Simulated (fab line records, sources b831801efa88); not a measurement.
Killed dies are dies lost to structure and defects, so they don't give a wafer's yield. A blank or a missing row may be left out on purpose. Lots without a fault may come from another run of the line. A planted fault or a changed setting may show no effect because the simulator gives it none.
Which tool did it? | flow gf180mcu | 11 lots, 33 wafers sampled, at 3 steps of a route of 602

WHAT THE GAUGES READ, wafer by wafer
GF_MIM_THK_MEAS_06. Usual: MIM_CVD_05_THK 42.0 nm, standard deviation 0.59.
lot  | measured     | on            | MIM_CVD_05_THK (nm) | flag
L792 | day 24 10:43 | film_metro-03 | 41.2 41.1 42.1      |
L803 | day 28 04:43 | film_metro-01 | 41.1 42.2 42.2      |
L804 | day 28 09:55 | film_metro-03 | 41.8 43.0 42.7      |
L805 | day 28 16:18 | film_metro-03 | 42.0 42.9 43.0      |
L806 | day 28 22:22 | film_metro-01 | 42.3 42.8 43.0      |
L809 | day 30 05:15 | film_metro-01 | 42.0 42.5 42.2      |
L810 | day 30 13:40 | film_metro-01 | 41.7 41.1 41.6      |
L812 | day 30 23:51 | film_metro-01 | 41.2 41.4 41.1      |
L813 | day 31 03:52 | film_metro-03 | 42.8 42.7 42.0      |
L814 | day 31 06:46 | film_metro-01 | 41.8 42.7 42.5      |
L815 | day 31 10:33 | film_metro-04 | 41.3 41.0 41.6      |

GF_V5_CD_MEAS_14: target cd 260 nm. Usual: cd_nm 259.8 nm, standard deviation 1.1.
lot  | measured     | on        | cd_nm (nm)        | flag
L792 | day 27 02:16 | cd_sem-01 | 260.3 260.4 258.4 |
L803 | day 30 14:34 | cd_sem-01 | 261.3 260.8 261.1 |
L804 | day 30 19:20 | cd_sem-01 | 258.1 258.6 258.2 |
L805 | day 31 00:08 | cd_sem-02 | 257.0 258.1 258.1 |
L806 | day 31 07:03 | cd_sem-02 | 260.2 260.8 260.6 |
L809 | day 32 10:14 | cd_sem-01 | 259.8 259.7 260.6 |
L810 | day 32 18:55 | cd_sem-02 | 258.8 259.3 259.4 |
L812 | day 33 03:24 | cd_sem-02 | 258.0 258.6 257.4 |
L813 | day 33 07:19 | cd_sem-02 | 259.9 259.6 259.8 |
L814 | day 33 10:16 | cd_sem-02 | 258.5 259.2 258.3 |
L815 | day 33 13:37 | cd_sem-02 | 260.7 260.5 261.0 |

WHICH TOOL RAN EACH LOT (tool, then ch and the chambers of the sampled wafers, then the start)
lot  | GF_V1_STRIP_18
L792 | plasma_asher-03 ch 0,1, day 18 03:34
L803 | plasma_asher-03 ch 0,1, day 22 10:44
L804 | plasma_asher-03 ch 0,1, day 22 17:20
L805 | plasma_asher-04 ch 0,1, day 23 01:07
L806 | plasma_asher-04 ch 0,1, day 23 07:14
L809 | plasma_asher-02 ch 0,1, day 24 08:52
L810 | plasma_asher-04 ch 0,1, day 25 04:31
L812 | plasma_asher-02 ch 0,1, day 25 16:01
L813 | plasma_asher-03 ch 0,1, day 25 19:59
L814 | plasma_asher-02 ch 0,1, day 26 00:31
L815 | plasma_asher-02 ch 0,1, day 26 05:49
- GF_V1_STRIP_18: strips in O2/N2.

WHAT THE TOOLS THEMSELVES READ (means of the sampled wafers that have a number; where no wafer has one, the mark that the record gives instead)
GF_V1_STRIP_18. Usual: drypump_motor_current_A 5.48 A, standard deviation 0.3; heater_power_w 335 W, standard deviation 14; n2_flow_sccm 300.0 sccm, standard deviation 0.92; oes_product_au 0.592 a.u., standard deviation 0.0045.
lot  | tool            | drypump_motor_current_A (A) | heater_power_w (W) | n2_flow_sccm (sccm) | oes_product_au (a.u.) | flag
L792 | plasma_asher-03 | 5.46                        | 334                | 299.2               | 0.597                 |
L803 | plasma_asher-03 | 5.46                        | 331                | 299.4               | 0.591                 |
L804 | plasma_asher-03 | 5.66                        | 334                | 300.0               | 0.592                 |
L805 | plasma_asher-04 | 5.48                        | 333                | 300.9               | 0.588                 |
L806 | plasma_asher-04 | 5.61                        | 333                | 300.5               | 0.597                 |
L809 | plasma_asher-02 | 5.22                        | 329                | 300.1               | 0.592                 |
L810 | plasma_asher-04 | 5.47                        | 323                | 299.7               | 0.595                 |
L812 | plasma_asher-02 | 5.42                        | 337                | 300.2               | 0.595                 |
L813 | plasma_asher-03 | 5.45                        | 329                | 300.7               | 0.591                 |
L814 | plasma_asher-02 | 5.21                        | 331                | 299.2               | 0.593                 |
L815 | plasma_asher-02 | 5.41                        | 339                | 299.4               | 0.591                 |

THE ANSWER, worked out from the rows above alone
Rule: a lot is off if the mean of its wafers that have a number lies more than 3 standard deviations from the usual mean. A lot without any number at a reading at which 4 lots or more have one is off too. The other lots that the step has rows for count as sound. The gauges are gone through in route order, then the tools' own readings, and for those a lot's mean is taken as printed above. The first step at which some lot is off is used, and at that step the reading that is off furthest; a lot without a number counts as furthest.
No lot is off at any reading shown: from this, nothing can be told.

WHAT THE SIMULATOR HAD PUT IN
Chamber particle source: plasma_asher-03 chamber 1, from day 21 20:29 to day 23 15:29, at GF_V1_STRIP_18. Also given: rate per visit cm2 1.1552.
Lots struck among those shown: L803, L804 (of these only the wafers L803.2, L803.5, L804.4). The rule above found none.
